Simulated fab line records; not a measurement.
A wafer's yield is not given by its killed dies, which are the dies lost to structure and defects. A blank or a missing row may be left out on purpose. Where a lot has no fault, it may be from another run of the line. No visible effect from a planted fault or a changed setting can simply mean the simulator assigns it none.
fab line records -- flow sky130
record: lots: 5, wafers: 15, last-day: 50
route steps=708 shown PASSIVATION@691 PAD_OPEN@694
lots that met no fault: taken from a fault-free run of the same line
start-h: hours from the record's first day to the start of the lot's first wafer shown -- wait-h: hours since the lot's step before -- " repeats the value in the row above -- L1.1+2: a single row standing in for several wafers -- - either no value or no given start -- * or withheld: withheld -- < > ~ a bound
route shown NAME@n: names a module that has steps shown in the file, with the first one's number in the route -- usual: mean and standard deviation over wafers with no fault -- same: alike in all rows -- chamber/n: place in a boat -- sites: the reading at each site -- _std_site: standard deviation across them -- _edge_site: inner sites' mean taken away from outer sites' mean -- radius-mm: how far each site lies from the wafer's centre -- mask NAME#n: copy n -- behind: the tool/chamber that last shaped the wafer -- hold: why the lot went on hold/how many hours it stayed there/how the hold came to an end -- device: the n, p or np transistor that did not switch -- end of line: the route-end tests of the same wafers -- a step without rows: its recipe alone -- killed: not the wafer's yield, but the dies lost to structure and defects at the first sort -- map: shows each die of a wafer: x if killed, . if not, _ if none is there
set.NAME: the setting as run; set.NAME@STEP: as run at that earlier step -- model.NAME: the simulator's own value behind a step, which no gauge read
lots seen at some steps along the route; tables by step, rows by wafer
services: when a tool's chamber went out of use (start-h, in hours from the record's first day, below 0 if earlier), for how many hours, and the reason
== steps ==
step: SKY_PASSIVATION_DEVELOP_10
recipe: develop-time-s: 60, dev-temp-c: 23
lot.wafer,tool,chamber,start-h,wait-h
L076.1+2+5,litho-track-04,0,-,-
L081.4+5+6,litho-track-04,0,-,-
L090.1+3+6,litho-track-01,0,-,-
L091.1+2+3,litho-track-01,0,-,-
L096.1+3+5,litho-track-01,0,-,-
step: SKY_PASSIVATION_ETCH_11
recipe: chemistry: CF4/O2, target-depth-nm: 725, stop-on: AlCu, source-w: 800, bias-w: 150, pressure-mtorr: 150, cf4-flow-sccm: 80, O2_flow_sccm: 10, time-s: 161.1
usual: drypump-motor-current-A: 5.8/0.32, oes-product-au: 0.978/0.0071, throttle-valve-pct: 5.965/0.0089
lot.wafer,tool,chamber,start-h,wait-h,drypump-motor-current-A,oes-product-au,rf-hours-counter-h,throttle-valve-pct
L076.1,rie-diel-01,2,1064.42,-,5.9,0.972,3,5.954
L076.2,rie-diel-01,3,1064.42,-,5.5,0.967,21,5.956
L076.5,rie-diel-01,0,1064.42,-,6.2,0.992,-,5.961
L081.4,rie-diel-01,1,1102.42,-,6.2,0.977,22,5.967
L081.5,rie-diel-01,1,1102.42,-,6.2,0.988,-,5.970
L081.6,rie-diel-01,0,1102.42,-,6.2,0.984,-,5.967
L090.1,rie-diel-03,0,1150.82,-,6.0,0.966,7,5.965
L090.3,rie-diel-03,2,1150.82,-,5.3,0.972,17,5.962
L090.6,rie-diel-03,2,1150.82,-,5.3,0.975,-,5.964
L091.1,rie-diel-03,0,1152.77,-,6.0,0.976,7,5.948
L091.2,rie-diel-03,1,1152.77,-,5.6,0.978,10,5.969
L091.3,rie-diel-03,3,1152.77,-,6.2,0.975,23,5.965
L096.1,rie-diel-02,1,1175.57,-,5.7,0.978,18,5.978
L096.3,rie-diel-02,3,1175.57,-,5.7,0.983,16,5.960
L096.5,rie-diel-02,0,1175.57,-,5.2,0.997,-,5.980
step: SKY_PASSIVATION_STRIP_12
recipe: chemistry: O2/N2, power-w: 1400, pressure-mtorr: 1500, platen-temp-c: withheld, overash-fraction: 0.7, o2-flow-sccm: 3000, n2-flow-sccm: 300
usual: drypump-motor-current-A: 5.5/0.37, o2-flow-sccm: 3000/8.9, oes-product-au: 0.660/0.0047, strip-time-to-endpoint-s: 31.51/0.15
same: overash-fraction: 0.7
lot.wafer,tool,chamber,start-h,wait-h,drypump-motor-current-A,o2-flow-sccm,oes-product-au,rf-hours-counter-h,strip-time-to-endpoint-s
L076.1,plasma-asher-02,0,1064.52,0.1,5.5,2991,0.657,64,31.59
L076.2,plasma-asher-02,1,1064.52,0.1,5.5,2985,0.661,64,31.73
L076.5,plasma-asher-02,1,1064.52,0.1,5.4,2993,0.655,-,31.35
L081.4,plasma-asher-02,1,1102.56,0.1,5.4,2990,0.657,-,31.36
L081.5,plasma-asher-02,0,1102.56,0.1,5.5,2997,0.658,-,31.37
L081.6,plasma-asher-02,1,1102.56,0.1,5.4,2997,0.655,-,31.11
L090.1,plasma-asher-03,1,1150.92,0.1,5.3,3007,0.661,8,31.89
L090.3,plasma-asher-03,0,1150.92,0.1,6.5,2992,0.665,-,31.73
L090.6,plasma-asher-03,1,1150.92,0.1,5.3,3005,0.655,-,31.77
L091.1,plasma-asher-03,1,1152.87,0.1,5.3,3001,0.655,8,31.46
L091.2,plasma-asher-03,0,1152.87,0.1,6.5,3003,0.663,8,31.39
L091.3,plasma-asher-03,0,1152.87,0.1,6.5,3002,0.659,-,31.41
L096.1,plasma-asher-04,0,1175.67,0.1,5.3,3004,0.658,43,31.57
L096.3,plasma-asher-04,1,1175.67,0.1,5.3,3016,0.665,-,31.43
L096.5,plasma-asher-04,1,1175.67,0.1,5.3,3017,0.657,-,31.29
step: SKY_PAD_OPEN_DEHYDRATE_00
recipe: temp-c: 200, time-s: 60
lot.wafer,tool,chamber,start-h,wait-h
L076.1+2+5,litho-track-01,0,1074.62,10.1
L081.4+5+6,litho-track-03,0,1112.55,10.0
L090.1+3+6,litho-track-03,0,1159.27,8.3
L091.1+2+3,litho-track-03,0,1161.52,8.6
L096.1+3+5,litho-track-01,0,1183.67,8.0
step: SKY_PAD_OPEN_HMDS_01
recipe: prime-time-s: 60, prime-temp-c: 120
lot.wafer,tool,chamber,start-h,wait-h
L076.1+2+5,litho-track-01,0,1074.77,0.1
L081.4+5+6,litho-track-03,0,1112.70,0.1
L090.1+3+6,litho-track-03,0,1159.42,0.1
L091.1+2+3,litho-track-03,0,1161.67,0.1
L096.1+3+5,litho-track-01,0,1183.82,0.1
step: SKY_PAD_OPEN_COAT_02
recipe: spin-rpm: 2000, resist-thk-nm: 3000
lot.wafer,tool,chamber,start-h,wait-h
L076.1+2+5,litho-track-01,0,1074.92,0.1
L081.4+5+6,litho-track-03,0,1112.85,0.1
L090.1+3+6,litho-track-03,0,1159.57,0.1
L091.1+2+3,litho-track-03,0,1161.82,0.1
L096.1+3+5,litho-track-01,0,1183.97,0.1
step: SKY_PAD_OPEN_SOFTBAKE_03
recipe: temp-c: 110, time-s: withheld
lot.wafer,tool,chamber,start-h,wait-h
L076.1+2+5,litho-track-01,0,1075.07,0.1
L081.4+5+6,litho-track-03,0,1113.02,0.1
L090.1+3+6,litho-track-03,0,1159.72,0.1
L091.1+2+3,litho-track-03,0,1161.97,0.1
L096.1+3+5,litho-track-01,0,1184.12,0.1
step: SKY_PAD_OPEN_EXPOSE_04
recipe: mask-id: PDM, target-cd-nm: 60000, na: 0.57, dose-mj: 260
same: na: 0.57
lot.wafer,tool,chamber,start-h,wait-h,mask
L076.1+2+5,iline-stepper-02,0,-,-,PDM#0
L081.4+5+6,iline-stepper-02,0,-,-,PDM#0
L090.1+3+6,iline-stepper-01,0,-,-,PDM#0
L091.1+2+3,iline-stepper-02,0,-,-,PDM#0
L096.1+3+5,iline-stepper-01,0,-,-,PDM#0
step: SKY_PAD_OPEN_PEB_05
recipe: temp-c: 115, time-s: withheld
lot.wafer,tool,chamber,start-h,wait-h
L076.1+2+5,litho-track-03,0,-,-
L081.4+5+6,litho-track-04,0,-,-
L090.1+3+6,litho-track-04,0,-,-
L091.1+2+3,litho-track-03,0,-,-
L096.1+3+5,litho-track-01,0,-,-
step: SKY_PAD_OPEN_DEVELOP_06
recipe: develop-time-s: 60, dev-temp-c: 23
lot.wafer,tool,chamber,start-h,wait-h
L076.1+2+5,litho-track-03,0,-,-
L081.4+5+6,litho-track-04,0,-,-
L090.1+3+6,litho-track-04,0,-,-
L091.1+2+3,litho-track-03,0,-,-
L096.1+3+5,litho-track-01,0,-,-
step: SKY_PAD_OPEN_ETCH_07
recipe: chemistry: CF4/O2, target-depth-nm: 725, stop-on: AlCu, source-w: 800, bias-w: 150, pressure-mtorr: 150, cf4-flow-sccm: 80, O2_flow_sccm: 10, time-s: 161.1
usual: drypump-motor-current-A: 5.8/0.39, oes-product-au: 0.977/0.0076, throttle-valve-pct: 5.964/0.0094
lot.wafer,tool,chamber,start-h,wait-h,drypump-motor-current-A,oes-product-au,rf-hours-counter-h,throttle-valve-pct
L076.1,rie-diel-04,2,1085.82,-,6.6,0.970,13,5.976
L076.2,rie-diel-04,3,1085.82,-,6.3,0.971,20,5.972
L076.5,rie-diel-04,0,1085.82,-,5.7,0.988,-,5.978
L081.4,rie-diel-02,3,1122.77,-,5.8,0.978,15,5.972
L081.5,rie-diel-02,2,1122.77,-,5.8,0.976,-,5.967
L081.6,rie-diel-02,1,1122.77,-,5.7,0.983,-,5.977
L090.1,rie-diel-03,2,1168.32,-,5.3,0.953,18,5.933
L090.3,rie-diel-03,0,1168.32,-,6.0,0.966,8,5.939
L090.6,rie-diel-03,0,1168.32,-,6.0,0.975,-,5.955
L091.1,rie-diel-02,1,1170.47,-,5.7,0.982,18,5.961
L091.2,rie-diel-02,2,1170.47,-,5.8,0.977,19,5.960
L091.3,rie-diel-02,0,1170.47,-,5.1,0.985,15,5.962
L096.1,rie-diel-03,0,1192.02,-,6.0,0.976,9,5.958
L096.3,rie-diel-03,1,1192.02,-,5.6,0.977,12,5.964
L096.5,rie-diel-03,2,1192.02,-,5.3,0.988,-,5.959
step: SKY_PAD_OPEN_STRIP_08
recipe: chemistry: O2/N2, power-w: 1400, pressure-mtorr: 1500, platen-temp-c: withheld, overash-fraction: 0.7, o2-flow-sccm: 3000, n2-flow-sccm: 300
usual: drypump-motor-current-A: 5.8/0.53, o2-flow-sccm: 2997/9.4, oes-product-au: 0.663/0.0046
same: overash-fraction: 0.7
lot.wafer,tool,chamber,start-h,wait-h,drypump-motor-current-A,o2-flow-sccm,oes-product-au,rf-hours-counter-h
L076.1,plasma-asher-03,1,1085.93,0.1,5.3,3011,0.661,2
L076.2,plasma-asher-03,0,1085.93,0.1,6.5,2998,0.651,2
L076.5,plasma-asher-03,0,1085.93,0.1,6.5,3009,0.659,-
L081.4,plasma-asher-01,0,1122.91,0.1,6.5,2993,0.665,-
L081.5,plasma-asher-01,1,1122.91,0.1,5.4,2999,0.665,-
L081.6,plasma-asher-01,0,1122.91,0.1,6.6,2990,0.661,-
L090.1,plasma-asher-03,0,1168.43,0.1,6.5,2987,0.666,10
L090.3,plasma-asher-03,0,1168.43,0.1,6.4,2980,0.664,-
L090.6,plasma-asher-03,0,1168.43,0.1,6.5,2980,0.656,-
L091.1,plasma-asher-01,1,1170.58,0.1,5.4,2985,0.672,101
L091.2,plasma-asher-01,0,1170.58,0.1,6.6,2978,0.660,101
L091.3,plasma-asher-01,0,1170.58,0.1,6.6,2997,0.667,-
L096.1,plasma-asher-03,0,1192.12,0.1,6.4,2991,0.661,12
L096.3,plasma-asher-03,0,1192.12,0.1,6.4,3000,0.668,-
L096.5,plasma-asher-03,0,1192.12,0.1,6.4,2997,0.662,-
step: SKY_PAD_OPEN_STRIP_09
recipe: chemistry: post-etch-residue-remover, time-s: 1200, temp-c: 72.5
lot.wafer,tool,chamber,start-h,wait-h
L076.1+2+5,wet-bench-03,0,1086.03,0.1
L081.4+5+6,wet-bench-03,1,1122.98,0.0
L090.1+3+6,wet-bench-02,3,1168.53,0.1
L091.1+2+3,wet-bench-03,3,1170.71,0.1
L096.1+3+5,wet-bench-02,2,1192.22,0.1
step: SKY_PAD_OPEN_CLEAN_10
recipe: chemistry: IPA, time-s: 180, temp-c: 25
lot.wafer,tool,chamber,start-h,wait-h
L076.1+2+5,wet-bench-02,2,1086.37,0.0
L081.4+5+6,wet-bench-03,0,1123.32,0.0
L090.1+3+6,wet-bench-03,2,1169.27,0.0
L091.1+2+3,wet-bench-03,0,1171.05,0.0
L096.1+3+5,wet-bench-02,3,1192.56,0.0
step: SKY_PAD_OPEN_CLEAN_11
recipe: chemistry: O3/DIW, dry: n2-spin
lot.wafer,tool,chamber,start-h,wait-h
L076.1+2+5,wet-bench-04,2,1086.43,0.0
L081.4+5+6,wet-bench-04,2,1123.38,0.0
L090.1+3+6,wet-bench-04,2,1169.33,0.0
L091.1+2+3,wet-bench-04,0,1171.11,0.0
L096.1+3+5,wet-bench-02,1,1192.62,0.0
step: SKY_PAD_OPEN_ANNEAL_12
recipe: temp-c: 400, time-s: withheld, ambient: N2/H2, idle-temp-c: 300, ramp-up-c-per-min: 8, ramp-down-c-per-min: 4
usual: zone-power-top-pct: 10.2/0.34, zone-power-upper-pct: 4.1/0.55
lot.wafer,tool,chamber,start-h,wait-h,zone-power-top-pct,zone-power-upper-pct
L076.1,furnace-02,0,1086.52,0.0,10.7,3.5
L076.2,furnace-02,0,1086.52,0.0,10.5,3.5
L076.5,furnace-02,0,1086.52,0.0,10.6,3.5
L081.4,furnace-01,0,1123.47,0.0,9.7,4.5
L081.5,furnace-01,0,1123.47,0.0,9.9,4.6
L081.6,furnace-01,0,1123.47,0.0,9.7,4.7
L090.1,furnace-02,0,1169.42,0.0,10.6,3.5
L090.3,furnace-02,0,1169.42,0.0,10.6,3.5
L090.6,furnace-02,0,1169.42,0.0,10.6,3.5
L091.1,furnace-01,0,1171.20,0.0,9.9,4.6
L091.2,furnace-01,0,1171.20,0.0,9.9,4.6
L091.3,furnace-01,0,1171.20,0.0,10.0,4.6
L096.1,furnace-02,0,1192.71,0.0,10.4,3.6
L096.3,furnace-02,0,1192.71,0.0,10.5,3.5
L096.5,furnace-02,0,1192.71,0.0,10.4,3.6
step: SKY_PAD_OPEN_BOW_MEAS_13
recipe: mode: bow
usual: PAD_OPEN_BOW: 47/7.4
lot.wafer,tool,chamber,start-h,wait-h,PAD_OPEN_BOW[um]
L076.1,film-metro-04,-,1088.02,-,51
L076.2,film-metro-04,-,1088.02,-,51
L076.5,film-metro-04,-,1088.02,-,45
L081.4,film-metro-03,-,1125.03,-,37
L081.5,film-metro-03,-,1125.03,-,42
L081.6,film-metro-03,-,1125.03,-,50
L090.1,film-metro-04,-,1170.92,-,50
L090.3,film-metro-04,-,1170.92,-,46
L090.6,film-metro-04,-,1170.92,-,46
L091.1,film-metro-03,-,1172.70,-,50
L091.2,film-metro-03,-,1172.70,-,45
L091.3,film-metro-03,-,1172.70,-,37
L096.1,film-metro-03,-,1194.21,-,39
L096.3,film-metro-03,-,1194.21,-,47
L096.5,film-metro-03,-,1194.21,-,37
step: SKY_PAD_OPEN_PROBE_99
usual: defect-limited-yield: 82.9/1.7, killed_at_M0_to_M3: 42/6.1, killed_at_M4_up: 3.4/2, killed-at-contacts: 23/4.8, killed-at-front-end: 15/3.8, killed-at-other: 0.3/0.48, killed-dies: 84/8.5, killed-on-rim: 16/3.9, killed-open: 46/6.8, killed-short: 38/6.2, sort_bin_3_pad_short: 0.8/0.42, sort_bin_5_function: 10.1/1.4, sort_bin_6_memory: 6.2/0.99, sort-n-pass: 408/8.5, sort-yield-pct: 82.9/1.7
same: gross-dies: 492, killed-at-back-side: 0, sort_bin_4_leakage[%]: 0, sort_bin_8_speed[%]: 0
lot.wafer,tool,chamber,start-h,wait-h,defect-limited-yield[%],killed_at_M0_to_M3,killed_at_M4_up,killed-at-contacts,killed-at-front-end,killed-at-other,killed-dies,killed-on-rim,killed-open,killed-short,sort_bin_3_pad_short[%],sort_bin_5_function[%],sort_bin_6_memory[%],sort-n-pass,sort-yield-pct[%]
L081.4,prober-02,-,1125.24,0.2,82.7,40,1,20,24,0,85,14,50,35,0.6,9.6,7.1,407,82.7
L081.5,prober-02,-,1125.29,0.2,85.6,33,2,15,21,0,71,11,42,29,1.0,8.5,4.9,421,85.6
L081.6,prober-02,-,1125.34,0.2,84.3,40,6,19,12,0,77,14,33,44,0.8,9.8,5.1,415,84.3
L091.1,prober-02,-,1172.82,0.1,83.1,40,5,23,15,0,83,16,41,42,0.8,8.5,7.5,409,83.1
L091.2,prober-02,-,1172.87,0.1,83.7,47,5,15,13,0,80,23,45,35,1.0,10.0,5.3,412,83.7
killed by level:class
L081.4 FIELD_ISO:geometric-particle:short=9 VIA1:geometric-particle:open=9 CONTACT:geometric-particle:open=8 POLY_GATE:geometric-particle:short=6 VIA2:geometric-particle:open=6 VIA3:geometric-particle:open=6 LI_CONTACT:geometric-particle:open=5 FIELD_ISO:geometric-particle:open=4
L081.5 VIA1:geometric-particle:open=12 FIELD_ISO:geometric-particle:open=8 FIELD_ISO:geometric-particle:short=6 LI_CONTACT:geometric-particle:open=4 VIA2:geometric-particle:open=4 VIA3:geometric-particle:open=4 LOCAL_INTERCONNECT:geometric-particle:short=3 CONTACT:geometric-particle:open=3
L081.6 VIA1:geometric-particle:open=11 VIA2:geometric-particle:short=7 CONTACT:geometric-particle:open=7 METAL1:geometric-particle:short=7 METAL4:geometric-particle:short=6 CONTACT:geometric-particle:short=5 POLY_GATE:geometric-particle:open=4 VIA1:geometric-particle:short=4
L091.1 VIA1:geometric-particle:open=11 METAL1:geometric-particle:short=7 LI_CONTACT:geometric-particle:open=6 VIA2:geometric-particle:open=6 CONTACT:geometric-particle:short=5 CONTACT:geometric-particle:open=5 METAL4:geometric-particle:short=5 SPACER:geometric-particle:short=4
L091.2 VIA1:geometric-particle:open=15 LI_CONTACT:geometric-particle:open=6 CONTACT:geometric-particle:open=5 METAL2:geometric-particle:short=5 VIA2:geometric-particle:open=5 METAL1:geometric-particle:short=4 VIA1:geometric-particle:short=4 VIA3:geometric-particle:short=4
== services ==
tool,chamber,start-h,hours,kind
rie-diel-01,3,1040.79,7.2,repair
furnace-01,-,1045.90,2.6,pm
rie-diel-03,3,1050.89,14.3,repair
iline-stepper-02,-,1051.25,1.7,pm
plasma-asher-03,-,1055.25,9.0,pm
rie-diel-01,-,1065.98,0.5,repair
iline-stepper-02,-,1068.06,3.0,repair
rie-diel-02,0,1106.02,1.5,repair
furnace-02,-,1107.31,4.2,repair
rie-diel-03,2,1115.16,1.9,repair
rie-diel-03,1,1118.52,2.0,repair
rie-diel-02,0,1124.18,2.1,repair
furnace-02,-,1134.38,3.6,pm
rie-diel-02,0,1135.53,3.4,repair
plasma-asher-03,-,1137.02,4.1,repair
iline-stepper-02,-,1140.73,8.0,repair
rie-diel-02,2,1144.05,4.7,repair
plasma-asher-01,-,1149.72,1.9,repair
furnace-02,-,1150.45,2.4,pm
rie-diel-01,1,1152.46,2.3,repair
plasma-asher-01,-,1165.33,1.0,repair
rie-diel-01,1,1168.15,8.0,repair
rie-diel-02,2,1176.25,1.9,repair
plasma-asher-02,-,1178.92,3.6,repair
== key ==
fault none
